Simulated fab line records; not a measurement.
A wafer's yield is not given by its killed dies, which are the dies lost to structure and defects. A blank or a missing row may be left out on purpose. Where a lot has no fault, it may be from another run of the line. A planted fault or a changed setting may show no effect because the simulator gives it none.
2 desks, one fault -- flow sfq line -- each desk holds nothing but its own numbers, with what lay behind them at the end

## METROLOGY DESK
What the gauges read for every lot (on any tool): the sampled wafers with a number, averaged. Marked OUT: a lot whose mean sits more than 4 standard deviations from the usual mean, which makes it out of limits; the brackets give that distance.
Columns: A = M0_NB_RS at SFQ_M0_RS_MEAS_904, usual 0.888 ohm/sq; B = M0_OVL at SFQ_M0_OVL_MEAS_906, usual 2 nm
lot,first seen here,A,B
L720,day 5 02:35,0.897,7
L729,day 7 09:18,0.899,-2
L730,day 9 09:15,0.875,1
L735,day 10 11:04,0.885,4
L736,day 10 17:02,0.881,4
L737,day 10 21:53,0.893,10
L738,day 11 02:13,0.884,-0
This desk's finding: nothing out of limits on any of the 7 lots.

## THE TOOL OWNER'S DESK: rie metal-04
The tool's own readings at SFQ_TRILAYER_M0_BARC_OPEN_METAL_ETCH_031 (etches BARC in O2, target depth 125 nm, time 41.7 s): means of the sampled wafers that have a number, for each lot that ran on this tool. Marked OUT: a lot whose mean sits more than 4 standard deviations from the usual mean, which makes it out of limits; the brackets give that distance.
Columns: A = chamber pressure mTorr at SFQ_TRILAYER_M0_BARC_OPEN_METAL_ETCH_031, usual 9.999 mTorr; B = drypump motor current A at SFQ_TRILAYER_M0_BARC_OPEN_METAL_ETCH_031, usual 5.4 A; C = oes product au at SFQ_TRILAYER_M0_BARC_OPEN_METAL_ETCH_031, usual 0.685 a.u.
lot,first seen here,A,B,C
L730,day 10 01:58,9.994,5.2,0.691
L735,day 11 07:58,10.000,5.1,0.680
L736,day 12 05:07,9.996,5.1,0.688
L738,day 12 14:43,9.992,5.2,0.680
This desk's finding: nothing out of limits on any of the 4 lots.

## TAKEN TOGETHER
From the metrology desk's view, nothing was out of limits.
The desk of the tool owner found nothing out of limits.

## WHAT HAD BEEN PUT IN BY THE SIMULATOR
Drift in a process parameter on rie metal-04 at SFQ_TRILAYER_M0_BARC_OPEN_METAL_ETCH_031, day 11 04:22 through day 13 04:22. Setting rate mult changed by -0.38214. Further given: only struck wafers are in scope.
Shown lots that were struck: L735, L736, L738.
